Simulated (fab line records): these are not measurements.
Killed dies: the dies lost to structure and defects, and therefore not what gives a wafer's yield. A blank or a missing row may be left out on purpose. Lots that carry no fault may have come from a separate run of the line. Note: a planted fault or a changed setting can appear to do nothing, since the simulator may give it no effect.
fab line records	flow gf180mcu
record: lots: 24	wafers: 72	last-day: 34
route steps=602 shown HV_LDD@223 NSD@242 SAB@275 V5@544 PASSIVATION@601
lots that met no fault: from a run of the same line without faults
start-h: hours from the record's opening day to when the first of the lot's shown wafers began	wait-h: hours from the lot's prior step to this one	" unchanged from the row above	L1.1+2: several wafers, shown together as one row	- no value, or no start given	* or withheld: withheld	< > ~ a bound
route shown NAME@n: a module of which the file shows steps, and the number in the route of the first	usual: mean/standard deviation of fault-free wafers	same: alike in all rows	chamber/n: place in a boat	sites: each site's reading	_std_site: standard deviation of those values	_edge_site: mean of outer sites minus mean of inner sites	radius-mm: how far each site lies from the wafer's centre	mask NAME#n: copy n	behind: the tool/chamber that last shaped the wafer	hold: why the lot was held/for how many hours/how that ended	device: the transistor (n, p or np) that didn't switch	end of line: the tests these same wafers got at the end of their route	a step given without rows: its recipe and nothing more	killed: not the wafer's yield, but the dies lost to structure and defects at the first sort	map: a wafer's dies, x killed, . not, _ none there
set.NAME: the setting that was run; set.NAME@STEP: the one run at that earlier step	model.NAME: the simulator's own value behind a step, which no gauge read
a sample of lots followed through the steps of the route, with each step as a table and each wafer as a row
services: the hour from which a tool's chamber was out of use, counted from the record's first day as start-h (under 0 if before that day), plus the number of hours and why
== steps ==
step: GF_HV_LDD_OVL_MEAS_47
usual: HV_LDD_03_OVL: 0.4/1.5
lot.wafer	tool	chamber	start-h	wait-h	HV_LDD_03_OVL[nm]
L074.1	overlay-01	-	268.39	0.1	1.5
L074.4	"	-	"	"	-0.5
L074.6	"	-	"	"	0.4
L075.3	overlay-01	-	275.88	0.1	0.9
L075.4	"	-	"	"	1.8
L075.5	"	-	"	"	2.6
L076.3	overlay-01	-	284.63	0.1	-0.4
L076.4	"	-	"	"	-0.8
L076.5	"	-	"	"	0.1
L077.1	overlay-01	-	297.14	0.1	0.7
L077.3	"	-	"	"	1.5
L077.6	"	-	"	"	0.1
L078.2	overlay-02	-	306.58	0.1	-1.1
L078.3	"	-	"	"	1.7
L078.6	"	-	"	"	1.3
L079.2	overlay-01	-	318.88	0.1	0.5
L079.3	"	-	"	"	0.0
L079.6	"	-	"	"	0.7
L080.1	overlay-02	-	326.04	0.1	2.6
L080.2	"	-	"	"	2.3
L080.5	"	-	"	"	2.2
L081.3	overlay-02	-	331.48	0.1	0.9
L081.4	"	-	"	"	-0.4
L081.5	"	-	"	"	0.4
L082.2	overlay-02	-	346.63	0.1	-0.2
L082.3	"	-	"	"	1.9
L082.4	"	-	"	"	0.7
L083.2	overlay-01	-	354.48	0.1	0.1
L083.4	"	-	"	"	1.1
L083.5	"	-	"	"	1.9
L084.2	overlay-01	-	358.08	0.1	-1.5
L084.3	"	-	"	"	-1.8
L084.5	"	-	"	"	0.4
L085.1	overlay-01	-	361.29	0.1	1.9
L085.2	"	-	"	"	4.1
L085.6	"	-	"	"	2.9
L086.3	overlay-01	-	369.50	0.1	-1.4
L086.5	"	-	"	"	-2.7
L086.6	"	-	"	"	-1.6
L087.2	overlay-01	-	377.25	0.1	-2.7
L087.3	"	-	"	"	-2.2
L087.4	"	-	"	"	-2.7
L088.1	overlay-01	-	388.61	0.1	0.5
L088.2	"	-	"	"	0.8
L088.5	"	-	"	"	0.1
L089.1	overlay-02	-	394.52	0.1	1.0
L089.4	"	-	"	"	-1.0
L089.6	"	-	"	"	0.1
L090.2	overlay-01	-	400.65	0.1	0.2
L090.3	"	-	"	"	1.5
L090.6	"	-	"	"	2.3
L091.2	overlay-02	-	407.53	0.1	-0.9
L091.3	"	-	"	"	-0.4
L091.6	"	-	"	"	0.7
L092.1	overlay-01	-	416.89	0.1	1.7
L092.3	"	-	"	"	-1.4
L092.4	"	-	"	"	0.6
L093.1	overlay-02	-	425.93	0.1	-1.3
L093.3	"	-	"	"	-2.8
L093.5	"	-	"	"	-2.6
L094.2	overlay-02	-	432.38	0.1	0.6
L094.5	"	-	"	"	2.3
L094.6	"	-	"	"	3.3
L095.2	overlay-02	-	449.15	0.1	0.3
L095.4	"	-	"	"	2.1
L095.6	"	-	"	"	-0.3
L096.2	overlay-01	-	455.18	0.1	0.5
L096.4	"	-	"	"	0.6
L096.6	"	-	"	"	0.8
L097.3	overlay-02	-	460.40	0.1	1.1
L097.5	"	-	"	"	2.2
L097.6	"	-	"	"	1.3
step: GF_NSD_CD_MEAS_07
recipe: target-cd-nm: 400
usual: cd-nm: 399.6/2.2
lot.wafer	tool	chamber	start-h	wait-h	cd-nm
L074.1	cd-sem-02	-	291.16	0.1	397.1
L074.4	"	-	"	"	397.6
L074.6	"	-	"	"	396.4
L075.3	cd-sem-02	-	300.00	0.1	402.3
L075.4	"	-	"	"	401.4
L075.5	"	-	"	"	399.4
L076.3	cd-sem-01	-	309.54	0.1	403.3
L076.4	"	-	"	"	402.7
L076.5	"	-	"	"	401.2
L077.1	cd-sem-01	-	320.60	0.1	402.6
L077.3	"	-	"	"	400.5
L077.6	"	-	"	"	401.8
L078.2	cd-sem-01	-	329.82	0.1	399.9
L078.3	"	-	"	"	400.7
L078.6	"	-	"	"	398.2
L079.2	cd-sem-01	-	343.73	0.1	400.9
L079.3	"	-	"	"	398.7
L079.6	"	-	"	"	398.5
L080.1	cd-sem-02	-	351.37	0.1	401.5
L080.2	"	-	"	"	398.8
L080.5	"	-	"	"	400.8
L081.3	cd-sem-02	-	357.46	0.1	398.5
L081.4	"	-	"	"	397.4
L081.5	"	-	"	"	398.3
L082.2	cd-sem-01	-	372.74	0.1	400.7
L082.3	"	-	"	"	399.3
L082.4	"	-	"	"	400.7
L083.2	cd-sem-02	-	381.98	0.1	395.2
L083.4	"	-	"	"	396.2
L083.5	"	-	"	"	396.4
L084.2	cd-sem-01	-	382.59	0.1	403.4
L084.3	"	-	"	"	401.0
L084.5	"	-	"	"	400.7
L085.1	cd-sem-02	-	387.07	0.1	400.2
L085.2	"	-	"	"	398.6
L085.6	"	-	"	"	402.0
L086.3	cd-sem-02	-	394.91	0.1	398.8
L086.5	"	-	"	"	401.3
L086.6	"	-	"	"	399.5
L087.2	cd-sem-01	-	403.27	0.1	397.0
L087.3	"	-	"	"	398.1
L087.4	"	-	"	"	398.2
L088.1	cd-sem-01	-	415.81	0.1	404.0
L088.2	"	-	"	"	401.3
L088.5	"	-	"	"	403.4
L089.1	cd-sem-01	-	421.50	0.1	399.6
L089.4	"	-	"	"	401.7
L089.6	"	-	"	"	402.0
L090.2	cd-sem-02	-	427.52	0.1	402.2
L090.3	"	-	"	"	404.2
L090.6	"	-	"	"	404.4
L091.2	cd-sem-01	-	434.49	0.1	397.3
L091.3	"	-	"	"	396.9
L091.6	"	-	"	"	397.9
L092.1	cd-sem-01	-	445.75	0.1	399.4
L092.3	"	-	"	"	401.7
L092.4	"	-	"	"	398.7
L093.1	cd-sem-02	-	454.10	0.1	395.7
L093.3	"	-	"	"	394.7
L093.5	"	-	"	"	395.5
L094.2	cd-sem-02	-	459.87	0.1	402.4
L094.5	"	-	"	"	402.5
L094.6	"	-	"	"	400.5
L095.2	cd-sem-01	-	476.12	0.1	397.8
L095.4	"	-	"	"	400.2
L095.6	"	-	"	"	399.3
L096.2	cd-sem-02	-	483.12	0.1	397.7
L096.4	"	-	"	"	396.7
L096.6	"	-	"	"	395.8
L097.3	cd-sem-01	-	487.70	0.1	400.1
L097.5	"	-	"	"	399.0
L097.6	"	-	"	"	401.7
step: GF_SAB_ETCH_11
recipe: chemistry: C4F8/O2/Ar	mask-material: NOVOLAK	target: SiO2	target-depth-nm: 55	source-w: 1553	bias-w: 1200	pressure-mtorr: 40	c4f8-flow-sccm: withheld	O2_flow_sccm: 6	Ar_flow_sccm: 300	time-s: 8.5
usual: oes-product-au: 1.006/0.0081
lot.wafer	tool	chamber	start-h	wait-h	oes-product-au	rf-hours-counter-h
L074.1	rie-diel-04	1	333.43	0.0	0.998	3
L074.4	"	2	"	"	1.011	117
L074.6	"	1	"	"	1.007	-
L075.3	rie-diel-01	3	342.98	0.0	1.015	8
L075.4	"	0	"	"	1.006	24
L075.5	"	0	"	"	1.001	-
L076.3	rie-diel-01	0	352.93	0.0	1.000	25
L076.4	"	2	"	"	1.001	10
L076.5	"	1	"	"	0.991	-
L077.1	rie-diel-04	3	365.02	0.0	1.001	79
L077.3	"	0	"	"	0.991	3
L077.6	"	3	"	"	1.006	-
L078.2	rie-diel-02	2	374.13	0.0	1.002	1
L078.3	"	1	"	"	1.009	78
L078.6	"	3	"	"	1.010	-
L079.2	rie-diel-02	0	389.17	0.0	1.014	35
L079.3	"	2	"	"	1.021	1
L079.6	"	0	"	"	1.020	-
L080.1	rie-diel-02	2	397.57	0.0	1.011	1
L080.2	"	1	"	"	1.003	78
L080.5	"	2	"	"	0.993	-
L081.3	rie-diel-01	1	405.08	0.0	1.008	102
L081.4	"	3	"	"	1.021	-
L081.5	"	2	"	"	1.002	-
L082.2	rie-diel-04	1	421.48	0.0	1.016	6
L082.3	"	3	"	"	1.007	81
L082.4	"	0	"	"	1.002	4
L083.2	rie-diel-02	1	429.78	0.0	0.998	79
L083.4	"	3	"	"	0.996	25
L083.5	"	0	"	"	1.004	-
L084.2	rie-diel-04	3	431.02	0.0	1.009	81
L084.3	"	2	"	"	1.016	1
L084.5	"	2	"	"	1.010	-
L085.1	rie-diel-04	1	435.57	0.0	1.005	6
L085.2	"	0	"	"	0.999	4
L085.6	"	1	"	"	1.009	-
L086.3	rie-diel-04	2	444.01	0.0	0.997	2
L086.5	"	2	"	"	1.006	-
L086.6	"	1	"	"	1.005	-
L087.2	rie-diel-01	3	453.31	0.0	1.003	12
L087.3	"	0	"	"	1.010	26
L087.4	"	1	"	"	1.011	103
L088.1	rie-diel-01	2	466.20	0.0	1.007	14
L088.2	"	3	"	"	1.002	12
L088.5	"	2	"	"	1.007	-
L089.1	rie-diel-02	3	471.37	0.0	1.002	26
L089.4	"	2	"	"	1.014	3
L089.6	"	3	"	"	1.005	-
L090.2	rie-diel-01	0	477.32	0.0	1.004	27
L090.3	"	2	"	"	1.011	14
L090.6	"	3	"	"	0.999	-
L091.2	rie-diel-01	2	484.67	0.0	1.014	15
L091.3	"	0	"	"	1.001	27
L091.6	"	3	"	"	1.000	-
L092.1	rie-diel-01	3	494.45	0.0	0.994	13
L092.3	"	1	"	"	0.982	0
L092.4	"	0	"	"	0.999	27
L093.1	rie-diel-01	2	502.82	0.0	0.997	15
L093.3	"	0	"	"	1.004	27
L093.5	"	2	"	"	1.003	-
L094.2	rie-diel-04	0	508.55	0.0	0.995	6
L094.5	"	0	"	"	1.010	-
L094.6	"	1	"	"	1.008	-
L095.2	rie-diel-01	3	525.29	0.0	1.009	14
L095.4	"	1	"	"	0.998	-
L095.6	"	3	"	"	1.012	-
L096.2	rie-diel-01	2	530.55	0.0	1.006	15
L096.4	"	0	"	"	1.007	28
L096.6	"	3	"	"	0.995	-
L097.3	rie-diel-04	1	535.45	0.0	1.008	8
L097.5	"	0	"	"	1.006	-
L097.6	"	1	"	"	1.018	-
step: GF_V5_CMP_04
recipe: material: SiO2	down-force-psi: 4	platen-rpm: 60	pad-velocity-m-s: 0.94248
usual: edge-zone-pressure-frac: 1.000/0.005	motor-current-A: 12.4/0.84	platen-rpm: 60.00/0.042
lot.wafer	tool	chamber	start-h	wait-h	edge-zone-pressure-frac	motor-current-A	platen-rpm
L074.1	cmp-02	0	603.85	0.1	0.998	12.2	59.91
L074.4	"	2	"	"	0.996	12.9	60.02
L074.6	"	1	"	"	1.003	14.0	60.04
L075.4	cmp-01	1	612.26	0.1	0.997	12.8	60.00
L075.3	"	3	"	"	1.007	11.1	60.03
L075.5	"	0	"	"	1.002	12.4	59.98
L076.3	cmp-02	3	620.23	0.0	1.004	11.6	59.97
L076.4	"	0	"	"	1.007	11.9	59.93
L076.5	"	0	"	"	1.000	11.6	59.98
L077.3	cmp-01	0	631.51	0.1	1.002	13.2	60.03
L077.1	"	2	"	"	0.995	11.9	59.98
L077.6	"	3	"	"	0.992	11.2	60.01
L078.3	cmp-02	3	641.32	0.0	0.998	12.3	59.99
L078.2	"	2	"	"	1.000	13.6	59.98
L078.6	"	0	"	"	0.999	12.0	59.95
L079.3	cmp-01	3	652.87	0.1	0.998	11.3	59.97
L079.2	"	1	"	"	1.001	11.7	60.00
L079.6	"	2	"	"	0.993	11.3	60.02
L080.2	cmp-01	1	661.59	0.1	1.001	12.2	59.97
L080.1	"	2	"	"	1.008	12.8	60.01
L080.5	"	0	"	"	1.004	13.4	60.04
L081.3	cmp-02	3	667.25	0.0	0.997	11.9	59.95
L081.4	"	2	"	"	0.998	13.2	59.97
L081.5	"	0	"	"	1.007	11.6	60.06
L082.2	cmp-02	2	682.59	0.0	1.004	13.1	59.90
L082.3	"	3	"	"	0.998	11.8	59.98
L082.4	"	0	"	"	0.989	12.2	59.91
L083.2	cmp-02	1	688.01	0.1	0.993	12.9	60.01
L083.4	"	2	"	"	0.997	12.8	59.95
L083.5	"	1	"	"	1.003	13.6	60.02
L084.2	cmp-01	3	688.25	0.1	0.999	11.1	60.03
L084.3	"	0	"	"	1.008	13.4	60.06
L084.5	"	3	"	"	1.001	11.1	59.98
L085.2	cmp-01	3	691.81	0.1	1.008	10.3	60.01
L085.1	"	1	"	"	0.990	11.9	60.00
L085.6	"	3	"	"	1.004	11.2	60.00
L086.3	cmp-01	2	698.00	0.1	1.000	11.7	60.01
L086.5	"	1	"	"	1.001	12.3	60.02
L086.6	"	2	"	"	0.997	12.4	60.06
L087.2	cmp-02	3	706.20	0.0	1.000	12.6	60.04
L087.4	"	1	"	"	0.994	13.7	60.01
L087.3	"	2	"	"	1.004	13.3	60.07
L088.1	cmp-01	2	712.30	0.1	0.995	12.1	60.00
L088.2	"	0	"	"	1.000	13.4	60.02
L088.5	"	1	"	"	1.003	12.0	60.01
L089.4	cmp-01	1	720.76	0.1	0.999	12.3	60.03
L089.1	"	2	"	"	0.993	11.8	60.04
L089.6	"	3	"	"	1.007	11.1	59.98
L090.2	cmp-01	0	723.70	0.0	0.998	13.9	60.02
L090.3	"	3	"	"	1.000	11.3	59.99
L090.6	"	1	"	"	1.006	11.6	59.94
L091.3	cmp-01	0	729.46	0.0	1.000	13.2	60.04
L091.2	"	2	"	"	1.014	11.9	60.02
L091.6	"	0	"	"	0.997	13.4	60.01
L092.1	cmp-01	0	735.20	0.1	1.010	12.7	60.02
L092.4	"	2	"	"	1.003	12.6	60.01
L092.3	"	3	"	"	0.999	11.2	60.03
L093.3	cmp-01	0	744.16	0.1	1.008	13.6	59.98
L093.1	"	1	"	"	0.995	12.9	60.03
L093.5	"	2	"	"	1.003	11.9	60.00
L094.2	cmp-02	1	749.39	0.1	0.999	13.6	59.98
L094.5	"	0	"	"	1.000	12.4	59.92
L094.6	"	1	"	"	0.999	13.5	60.00
L096.4	cmp-01	2	764.85	0.0	0.999	11.8	59.98
L096.2	"	0	"	"	1.000	14.1	60.05
L096.6	"	2	"	"	0.997	12.3	60.01
L095.2	cmp-02	2	765.20	0.2	0.998	12.9	60.05
L095.4	"	0	"	"	1.007	12.9	59.91
L095.6	"	2	"	"	1.001	12.7	60.01
L097.3	cmp-02	2	766.46	0.2	1.006	13.0	60.02
L097.6	"	3	"	"	1.007	12.4	60.01
L097.5	"	0	"	"	0.996	11.8	60.04
step: GF_V5_STRIP_18
recipe: chemistry: O2/N2	power-w: 1400	pressure-mtorr: 1500	platen-temp-c: 250	o2-flow-sccm: 3000	n2-flow-sccm: 300	overash-fraction: 0.5
usual: drypump-motor-current-A: 5.8/0.4	heater-power-w: 361/39	oes-product-au: 0.568/0.0051
lot.wafer	tool	chamber	start-h	wait-h	drypump-motor-current-A	heater-power-w	oes-product-au	rf-hours-counter-h
L074.1	plasma-asher-03	1	625.16	-	6.0	315	0.559	96
L074.4	"	0	"	"	6.1	362	0.566	-
L074.6	"	0	"	"	6.1	362	0.564	-
L075.3	plasma-asher-03	0	633.25	-	6.1	370	0.572	-
L075.4	"	1	"	"	5.9	317	0.570	-
L075.5	"	0	"	"	6.1	358	0.567	-
L076.3	plasma-asher-01	0	640.36	-	5.6	300	0.563	-
L076.4	"	1	"	"	5.1	385	0.567	-
L076.5	"	1	"	"	5.1	398	0.568	-
L077.1	plasma-asher-03	1	652.17	-	5.9	316	0.568	99
L077.3	"	0	"	"	6.1	362	0.566	-
L077.6	"	1	"	"	5.9	312	0.574	-
L078.2	plasma-asher-01	0	661.53	-	5.6	300	0.571	91
L078.3	"	1	"	"	5.1	394	0.563	-
L078.6	"	1	"	"	5.1	384	0.577	-
L079.2	plasma-asher-02	1	673.11	-	6.3	406	0.563	27
L079.3	"	0	"	"	5.9	367	0.560	-
L079.6	"	1	"	"	6.3	396	0.574	-
L080.1	plasma-asher-01	1	681.87	-	5.1	388	0.576	95
L080.2	"	0	"	"	5.6	295	0.561	95
L080.5	"	0	"	"	5.6	306	0.570	-
L081.3	plasma-asher-03	1	687.01	-	5.9	321	0.572	-
L081.4	"	0	"	"	6.1	362	0.572	-
L081.5	"	1	"	"	5.9	320	0.569	-
L082.2	plasma-asher-01	0	703.91	-	5.6	313	0.570	97
L082.3	"	1	"	"	5.1	381	0.576	-
L082.4	"	0	"	"	5.6	298	0.567	-
L083.2	plasma-asher-03	0	706.58	-	6.1	365	0.569	103
L083.4	"	1	"	"	5.9	314	0.565	-
L083.5	"	1	"	"	5.9	321	0.567	-
L084.2	plasma-asher-01	1	706.88	-	5.1	379	0.562	98
L084.3	"	0	"	"	5.6	297	0.569	-
L084.5	"	0	"	"	5.6	302	0.559	-
L085.1	plasma-asher-02	0	711.02	-	5.9	376	0.563	29
L085.2	"	1	"	"	6.2	410	0.571	29
L085.6	"	0	"	"	5.9	368	0.567	-
L086.3	plasma-asher-02	1	716.60	-	6.3	410	0.576	-
L086.5	"	1	"	"	6.3	410	0.561	-
L086.6	"	0	"	"	5.9	376	0.558	-
L087.2	plasma-asher-03	1	724.70	-	6.0	318	0.570	105
L087.3	"	1	"	"	5.9	316	0.574	-
L087.4	"	0	"	"	6.1	369	0.582	-
L088.1	plasma-asher-02	1	730.42	-	6.3	409	0.560	31
L088.2	"	0	"	"	5.9	382	0.565	31
L088.5	"	0	"	"	5.9	380	0.567	-
L089.1	plasma-asher-02	0	738.62	-	5.9	373	0.566	32
L089.4	"	0	"	"	5.9	367	0.571	-
L089.6	"	0	"	"	5.9	374	0.576	-
L090.2	plasma-asher-01	1	741.15	-	5.1	390	0.570	102
L090.3	"	0	"	"	5.6	298	0.561	-
L090.6	"	0	"	"	5.6	294	0.568	-
L091.2	plasma-asher-02	1	748.17	-	6.3	406	0.572	33
L091.3	"	0	"	"	5.9	378	0.570	-
L091.6	"	0	"	"	5.9	378	0.571	-
L092.1	plasma-asher-01	0	752.52	-	5.6	289	0.567	103
L092.3	"	0	"	"	5.6	304	0.573	-
L092.4	"	1	"	"	5.1	389	0.560	-
L093.1	plasma-asher-02	1	761.02	-	6.3	402	0.569	34
L093.3	"	1	"	"	6.3	407	0.569	-
L093.5	"	0	"	"	5.9	379	0.563	-
L094.2	plasma-asher-02	1	765.94	-	6.3	403	0.569	35
L094.5	"	0	"	"	5.9	380	0.571	-
L094.6	"	1	"	"	6.2	411	0.563	-
L096.2	plasma-asher-01	1	781.27	-	5.1	390	0.561	106
L096.4	"	1	"	"	5.1	388	0.578	-
L096.6	"	1	"	"	5.1	390	0.569	-
L095.2	plasma-asher-02	0	781.77	-	5.9	376	0.568	36
L095.4	"	0	"	"	5.9	377	0.571	-
L095.6	"	0	"	"	5.9	361	0.565	-
L097.3	plasma-asher-01	1	782.25	-	5.1	391	0.571	-
L097.5	"	1	"	"	5.1	382	0.576	-
L097.6	"	0	"	"	5.6	297	0.577	-
step: GF_PASSIVATION_BOW_MEAS_14
recipe: mode: bow
usual: PASSIVATION_BOW: 134/11
lot.wafer	tool	chamber	start-h	wait-h	PASSIVATION_BOW[um]
L074.1	film-metro-02	-	668.85	0.0	126
L074.4	"	-	"	"	125
L074.6	"	-	"	"	134
L075.3	film-metro-02	-	676.18	0.0	136
L075.4	"	-	"	"	152
L075.5	"	-	"	"	142
L076.3	film-metro-01	-	683.58	0.0	115
L076.4	"	-	"	"	106
L076.5	"	-	"	"	112
L077.1	film-metro-01	-	695.24	0.0	147
L077.3	"	-	"	"	144
L077.6	"	-	"	"	156
L078.2	film-metro-02	-	703.71	0.0	134
L078.3	"	-	"	"	131
L078.6	"	-	"	"	122
L079.2	film-metro-01	-	714.22	0.0	129
L079.3	"	-	"	"	123
L079.6	"	-	"	"	153
L080.1	film-metro-03	-	723.98	0.0	128
L080.2	"	-	"	"	124
L080.5	"	-	"	"	127
L081.3	film-metro-02	-	727.82	0.0	128
L081.4	"	-	"	"	137
L081.5	"	-	"	"	134
L082.2	film-metro-01	-	742.47	0.0	144
L082.3	"	-	"	"	143
L082.4	"	-	"	"	127
L083.2	film-metro-02	-	746.52	0.0	136
L083.4	"	-	"	"	137
L083.5	"	-	"	"	130
L084.2	film-metro-01	-	747.00	0.0	147
L084.3	"	-	"	"	147
L084.5	"	-	"	"	135
L085.1	film-metro-01	-	750.74	0.0	143
L085.2	"	-	"	"	136
L085.6	"	-	"	"	137
L086.3	film-metro-01	-	756.49	0.0	127
L086.5	"	-	"	"	128
L086.6	"	-	"	"	120
L087.2	film-metro-01	-	762.97	0.0	150
L087.3	"	-	"	"	150
L087.4	"	-	"	"	150
L088.1	film-metro-02	-	769.14	0.0	144
L088.2	"	-	"	"	138
L088.5	"	-	"	"	144
L089.1	film-metro-02	-	775.49	0.0	127
L089.4	"	-	"	"	125
L089.6	"	-	"	"	131
L090.2	film-metro-01	-	778.12	0.0	132
L090.3	"	-	"	"	148
L090.6	"	-	"	"	134
L091.2	film-metro-02	-	784.15	0.0	144
L091.3	"	-	"	"	149
L091.6	"	-	"	"	144
L092.1	film-metro-03	-	788.95	0.0	143
L092.3	"	-	"	"	137
L092.4	"	-	"	"	140
L093.1	film-metro-01	-	796.84	0.0	126
L093.3	"	-	"	"	131
L093.5	"	-	"	"	132
L094.2	film-metro-01	-	801.71	0.0	130
L094.5	"	-	"	"	139
L094.6	"	-	"	"	140
L096.2	film-metro-03	-	815.42	0.0	119
L096.4	"	-	"	"	113
L096.6	"	-	"	"	122
L095.2	film-metro-03	-	816.36	0.0	129
L095.4	"	-	"	"	120
L095.6	"	-	"	"	119
L097.3	film-metro-01	-	816.94	0.0	128
L097.5	"	-	"	"	127
L097.6	"	-	"	"	132
== services ==
tool	chamber	start-h	hours	kind
cmp-01	-	318.15	0.5	repair
cmp-01	-	356.07	2.2	repair
rie-diel-01	0	358.17	2.1	repair
rie-diel-01	0	360.81	58.6	repair
rie-diel-01	3	377.90	2.6	repair
cmp-01	-	392.49	1.1	repair
cmp-02	-	408.11	3.6	repair
plasma-asher-02	-	421.25	9.0	pm
cmp-01	-	425.07	4.0	pm
cmp-02	-	434.70	1.2	repair
cmp-01	-	469.10	4.6	pm
cmp-01	-	474.09	1.1	repair
rie-diel-01	0	521.60	5.8	repair
cmp-01	-	559.92	1.8	repair
cmp-02	-	572.14	4.0	pm
rie-diel-01	-	586.15	0.1	repair
cmp-02	-	599.52	3.0	repair
cmp-01	-	604.98	0.5	repair
cmp-02	-	643.51	4.0	pm
cmp-02	-	657.36	1.0	repair
cmp-01	-	675.88	2.8	repair
cmp-01	-	684.00	3.3	repair
cmp-01	-	765.15	4.0	pm
cmp-01	-	772.83	7.7	pm
== key ==
fault none
